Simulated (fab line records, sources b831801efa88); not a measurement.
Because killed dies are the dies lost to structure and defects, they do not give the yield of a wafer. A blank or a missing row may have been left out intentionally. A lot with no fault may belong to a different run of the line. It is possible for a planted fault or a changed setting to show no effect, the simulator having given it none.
Which tool did it? + flow sky130 + 36 wafers from 12 lots sampled at 2 of the route's 708 steps

WHAT THE GAUGES SHOWED, per wafer
SKY_VIA4_THK_MEAS_20: measures by xrf.
| lot  | measured     | on            | VIA4_W_THK (nm) |
|------|--------------|---------------|-----------------|
| L837 | day 43 07:35 | film_metro-03 | 491 517 510     |
| L839 | day 44 01:07 | film_metro-03 | 496 494 495     |
| L841 | day 44 21:29 | film_metro-03 | 496 506 502     |
| L843 | day 45 00:16 | film_metro-01 | 518 489 497     |
| L845 | day 45 15:41 | film_metro-03 | 504 506 501     |
| L847 | day 46 08:34 | film_metro-03 | 493 495 495     |
| L848 | day 46 12:34 | film_metro-01 | 495 515 494     |
| L850 | day 46 21:04 | film_metro-01 | 509 504 501     |
| L852 | day 47 12:25 | film_metro-02 | 488 487 482     |
| L857 | day 48 05:50 | film_metro-01 | 496 498 503     |
| L859 | day 49 00:30 | film_metro-02 | 490 486 490     |
| L860 | day 49 00:50 | film_metro-01 | 507 516 494     |

SKY_METAL5_THK_MEAS_06: measures by xrf.
| lot  | measured     | on            | METAL5_ALCU_THK (nm) |
|------|--------------|---------------|----------------------|
| L837 | day 43 08:13 | film_metro-01 | 1157 1171 1138       |
| L839 | day 44 01:45 | film_metro-04 | 1150 1170 1159       |
| L841 | day 44 22:07 | film_metro-04 | 1192 1174 1181       |
| L843 | day 45 00:55 | film_metro-01 | 1156 1194 1202       |
| L845 | day 45 16:25 | film_metro-02 | 1162 1157 1159       |
| L847 | day 46 09:14 | film_metro-02 | 1169 1172 1176       |
| L848 | day 46 13:29 | film_metro-01 | 1158 1159 1152       |
| L850 | day 46 21:43 | film_metro-02 | 1165 1206 1194       |
| L852 | day 47 13:03 | film_metro-04 | 1174 1185 1156       |
| L857 | day 48 06:29 | film_metro-02 | 1177 1177 1185       |
| L859 | day 49 01:11 | film_metro-04 | 1153 1176 1173       |
| L860 | day 49 01:29 | film_metro-01 | 1164 1163 1179       |

WHICH TOOL RAN EACH LOT (tool, then ch and the chambers of the sampled wafers, then the start)
Before these readings, the record contains no process step.

WHAT THE TOOLS THEMSELVES READ (means of the sampled wafers that have a number; where no wafer has one, the mark that the record gives instead)
The record holds no such reading with a usual standard deviation.

THE ANSWER, worked out from the rows above alone
Rule: what is usual is taken from the lots themselves. The widest of any qualifying gaps counts: lots, ordered by their means at a reading, are off when they make up no more than a third of the lots, leave a main group of 4 or more, and stand apart from it by 3 or more times the standard deviation of that group's means. The tables above print the reading to a certain number of digits; a main group whose means all agree to those digits is not used. A lot without any number at a reading at which 4 lots or more have one is off too. Where the step has rows for the other lots, those lots are counted as sound. The gauges are gone through in route order, then the tools' own readings, and for those a lot's mean is taken as printed above. At the first step where some lot is off, the reading lying furthest off is the one used; lots without a number count as furthest.
None of the lots is off at any reading shown; this tells nothing.

WHAT HAD BEEN PUT IN BY THE SIMULATOR
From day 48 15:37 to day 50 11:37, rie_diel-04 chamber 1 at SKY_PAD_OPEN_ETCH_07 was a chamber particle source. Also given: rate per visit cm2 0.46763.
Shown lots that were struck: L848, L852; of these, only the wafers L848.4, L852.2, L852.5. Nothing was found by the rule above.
